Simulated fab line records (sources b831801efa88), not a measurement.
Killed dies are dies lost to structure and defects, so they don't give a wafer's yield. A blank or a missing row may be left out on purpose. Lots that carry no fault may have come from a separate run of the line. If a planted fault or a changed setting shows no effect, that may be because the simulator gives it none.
Comparing a struck lot with a sound one / flow gf180mcu / 17 steps out of a route of 602
Sound: wafers L411.1, L411.4, L411.5. Wafers struck: L417.1, L417.4, L417.6. At the end, the cause is stated.
Each step with rows lists, per side, the tool, then ch with its chambers, then its first start. Under that, the readings that differ: sound wafers / struck wafers / difference of the means / sigmas: that difference in standard deviations of wafers without a fault.
alike: same words and numbers on both sides, and readings whose means sit less than 2 such deviations apart. not compared: any withheld reading, any reading some wafer has no value for, any bound like >300 that may hide the same value, and any number with overlapping values for which the record gives no deviation.
A row with sigmas, a row that says differs or no value, or rows on one side alone: a step with any of these is where the two part. Numbers that don't overlap but have no deviation are shown without sigmas and don't part them. A reading missing from all wafers of one side parts the sides only when that side holds two or more wafers.

GF_VT_IMPLANT_OVL_MEAS_18:
  sound on overlay-01 at day 7 13:46; struck on overlay-02 at day 9 07:13
  alike: VT_IMPLANT_01_OVL
then, 1 step without rows for these wafers: GF_VT_IMPLANT_IMPLANT_19.
GF_VT_IMPLANT_STRIP_20: strips in O2/N2.
  sound on plasma_asher-03 ch 0,1, day 7 13:57; struck on plasma_asher-03 ch 0,1, day 9 07:24
  alike: drypump_motor_current_A, heater_power_w, oes_product_au, strip_time_to_endpoint_s
  not compared: rf_hours_counter_h
GF_VT_IMPLANT_TW_MEAS_21:
  sound on film_metro-03 at day 7 14:03; struck on film_metro-04 at day 9 07:30
reading=VT_IMPLANT_2_TW; sound=1200 1209 1205; struck=1227 1226 1219; difference=+19; sigmas=+2
then, 7 steps without rows for these wafers: GF_VT_IMPLANT_DEHYDRATE_22 (time 60 s); GF_VT_IMPLANT_HMDS_23 (prime time 60 s); GF_VT_IMPLANT_COAT_24 (resist thk 1000 nm); GF_VT_IMPLANT_SOFTBAKE_25 (time 60 s); GF_VT_IMPLANT_EXPOSE_26 (exposes mask LVPWELL HV AREA, target cd 860 nm); GF_VT_IMPLANT_PEB_27; GF_VT_IMPLANT_DEVELOP_28 (develop time 60 s).
GF_VT_IMPLANT_OVL_MEAS_29:
  sound on overlay-01 at day 8 06:48; struck on overlay-01 at day 10 00:25
  alike: VT_IMPLANT_02_OVL
GF_VT_IMPLANT_IMPLANT_30:
  sound on implanter-04 ch 0, day 8 06:50; struck on implanter-02 ch 0, day 10 00:27
reading=implant_ion_amu; sound=11 11 11; struck=31 31 31; difference=+20; sigmas=
reading=model.implant.rp_nm (nm); sound=82.36 82.36 82.36; struck=32.6 32.6 32.6; difference=-49.8; sigmas=
reading=model.implant.drp_nm (nm); sound=35.62 35.62 35.62; struck=14.84 14.84 14.84; difference=-20.78; sigmas=
GF_VT_IMPLANT_STRIP_31: strips in O2/N2.
  sound on plasma_asher-03 ch 1, day 8 06:59; struck on plasma_asher-02 ch 0,1, day 10 00:36
  alike: drypump_motor_current_A, heater_power_w, oes_product_au, strip_time_to_endpoint_s
  not compared: rf_hours_counter_h
GF_VT_IMPLANT_TW_MEAS_32:
  sound on film_metro-03 at day 8 07:05; struck on film_metro-03 at day 10 00:42
reading=VT_IMPLANT_3_TW; sound=266.1 265.9 264.1; struck=517.5 515.9 516.6; difference=+251.3; sigmas=+90
then, 1 step without rows for these wafers: GF_VT_IMPLANT_DEHYDRATE_33 (time 60 s).
-- a jump in the record: the struck wafers' starts before and after are 23 days apart (it breaks off in module VT_IMPLANT and resumes in module PASSIVATION, where the first step shown is number 602 of the route) --
GF_PASSIVATION_PROBE_99:
  rows exist in the record for the struck wafers here (prober-01, day 32 21:46), but not for the sound ones

## WHERE THEY PART
First at GF_VT_IMPLANT_TW_MEAS_21; last, within this record, at GF_PASSIVATION_PROBE_99.

WHY: whatever the simulator had introduced
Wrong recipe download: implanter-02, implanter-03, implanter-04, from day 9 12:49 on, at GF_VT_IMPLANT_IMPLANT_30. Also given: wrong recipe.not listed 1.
